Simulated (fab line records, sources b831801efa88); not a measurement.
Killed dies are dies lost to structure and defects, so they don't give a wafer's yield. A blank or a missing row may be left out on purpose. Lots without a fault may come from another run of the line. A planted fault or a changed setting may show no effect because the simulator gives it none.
Chamber matching | flow sky130 | SKY_VIA3_ETCH_15 on rie_diel-03: 4 sister chambers
The step etches SiO2 in C4F8/O2/Ar, stops on TiN, target depth 507 nm, time 78 s. 8 wafers are shown with their chamber, then 8 later ones without.

WAFERS WITH THEIR CHAMBER
wafer  | chamber | oes_product_au (a.u.)
L083.3 | 2       | 0.948
L088.1 | 3       | 0.944
L088.2 | 0       | 0.942
L088.3 | 1       | 0.943
L087.1 | 0       | 0.951
L087.2 | 1       | 0.955
L087.4 | 2       | 0.941
L091.1 | 3       | 0.940

WAFERS WITHOUT THEIR CHAMBER
wafer  | oes_product_au (a.u.)
L091.2 | 0.942
L091.4 | 0.949
L094.2 | 0.949
L094.3 | 0.954
L094.6 | 0.943
L097.1 | 0.936
L097.2 | 0.939
L097.6 | 0.943

WHICH CHAMBER EACH WENT THROUGH
wafer  | from the rows above               | in truth
L091.2 | can't be placed: 3 or 2 or 0 or 1 | 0
L091.4 | can't be placed: 1 or 0 or 2 or 3 | 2
L094.2 | can't be placed: 1 or 0 or 2 or 3 | 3
L094.3 | can't be placed: 1 or 0 or 2 or 3 | 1
L094.6 | can't be placed: 3 or 2 or 0 or 1 | 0
L097.1 | can't be placed: 3 or 2 or 0 or 1 | 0
L097.2 | can't be placed: 3 or 2 or 0 or 1 | 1
L097.6 | can't be placed: 3 or 2 or 0 or 1 | 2
Placed correctly: 0 of 8. Can't be placed from these rows: 8 (the true chamber is among the candidates in 8). Placed wrongly: 0.
How it was worked out, from the rows above alone: a wafer's distance from a chamber is the root of the sum, over the readings, of the square of ((its reading less the chamber's mean) divided by the reading's scatter). The wafer belongs to the nearest chamber; if the next one is less than 2 further off, it can't be placed. A chamber's mean is the mean of its shown wafers. The scatter: the root of (the sum of the squares of (reading less its chamber's mean) over the shown wafers, divided by (wafers less chambers)).
